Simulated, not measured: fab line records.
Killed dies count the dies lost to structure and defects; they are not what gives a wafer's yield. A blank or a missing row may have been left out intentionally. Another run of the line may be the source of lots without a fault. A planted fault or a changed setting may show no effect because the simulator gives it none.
Which tool is to blame? ; flow sky130 ; 36 wafers from 12 lots sampled at 2 of the route's 708 steps

== WHAT THE GAUGES READ, wafer by wafer ==
SKY_METAL5_THK_MEAS_06: measures by xrf. Usual: METAL5_ALCU_THK 1148 nm, standard deviation 15.
lot;measured;on;METAL5_ALCU_THK (nm);flag
L663;day 43 05:50;film-metro-03;1153 1132 1152;
L664;day 43 17:44;film-metro-03;1150 1161 1152;
L666;day 44 02:55;film-metro-01;1156 1155 1143;
L670;day 45 09:09;film-metro-04;1163 1155 1189;
L671;day 45 13:52;film-metro-04;1164 1171 1159;
L672;day 45 18:19;film-metro-04;1143 1148 1140;
L674;day 46 07:12;film-metro-04;1136 1153 1143;
L675;day 46 13:55;film-metro-04;1159 1131 1162;
L676;day 46 17:10;film-metro-01;1154 1156 1151;
L683;day 48 13:35;film-metro-03;1135 1149 1155;
L684;day 48 23:08;film-metro-01;1137 1130 1137;
L685;day 49 03:28;film-metro-03;1127 1138 1139;

== WHAT TOOL EACH LOT RAN ON (gives the tool, then ch and the chambers of the sampled wafers, and finally the start) ==
lot;SKY_METAL5_SPUTTER_00
L663;pvd-sputter-03, day 43 05:34
L664;pvd-sputter-04, day 43 17:27
L666;pvd-sputter-04, day 44 02:38
L670;pvd-sputter-03, day 45 08:50
L671;pvd-sputter-04, day 45 13:35
L672;pvd-sputter-03, day 45 18:02
L674;pvd-sputter-04, day 46 06:54
L675;pvd-sputter-01, day 46 13:36
L676;pvd-sputter-04, day 46 16:52
L683;pvd-sputter-01, day 48 13:18
L684;pvd-sputter-03, day 48 22:51
L685;pvd-sputter-01, day 49 03:09
- SKY_METAL5_SPUTTER_00: material Ti, target thk 15 nm, time 10 s.

== WHAT THE TOOLS THEMSELVES READ (means of the sampled wafers that have a number; where no wafer has one, the mark that the record gives instead) ==
SKY_METAL5_SPUTTER_00. Usual: throttle-valve-pct at 30.0 %, with a standard deviation of 1.2.
lot;tool;throttle-valve-pct (%);flag
L663;pvd-sputter-03;30.3;
L664;pvd-sputter-04;29.8;
L666;pvd-sputter-04;29.8;
L670;pvd-sputter-03;30.4;
L671;pvd-sputter-04;30.6;
L672;pvd-sputter-03;31.5;
L674;pvd-sputter-04;30.0;
L675;pvd-sputter-01;29.8;
L676;pvd-sputter-04;29.9;
L683;pvd-sputter-01;29.3;
L684;pvd-sputter-03;30.3;
L685;pvd-sputter-01;28.6;

== THE ANSWER, worked out from the rows above alone ==
Rule: a lot counts as off when the mean over its wafers that have a number is more than 3 standard deviations away from the usual mean. Also off: a lot with no number at a reading for which 4 or more lots have one. All remaining lots with rows at the step are treated as sound. The gauges are gone through in route order, then the tools' own readings, and for those a lot's mean is taken as printed above. At the first step where some lot is off, the reading lying furthest off is the one used; lots without a number count as furthest.
No lot is off at any reading shown: from this, nothing can be told.

== WHAT WAS PUT IN BY THE SIMULATOR ==
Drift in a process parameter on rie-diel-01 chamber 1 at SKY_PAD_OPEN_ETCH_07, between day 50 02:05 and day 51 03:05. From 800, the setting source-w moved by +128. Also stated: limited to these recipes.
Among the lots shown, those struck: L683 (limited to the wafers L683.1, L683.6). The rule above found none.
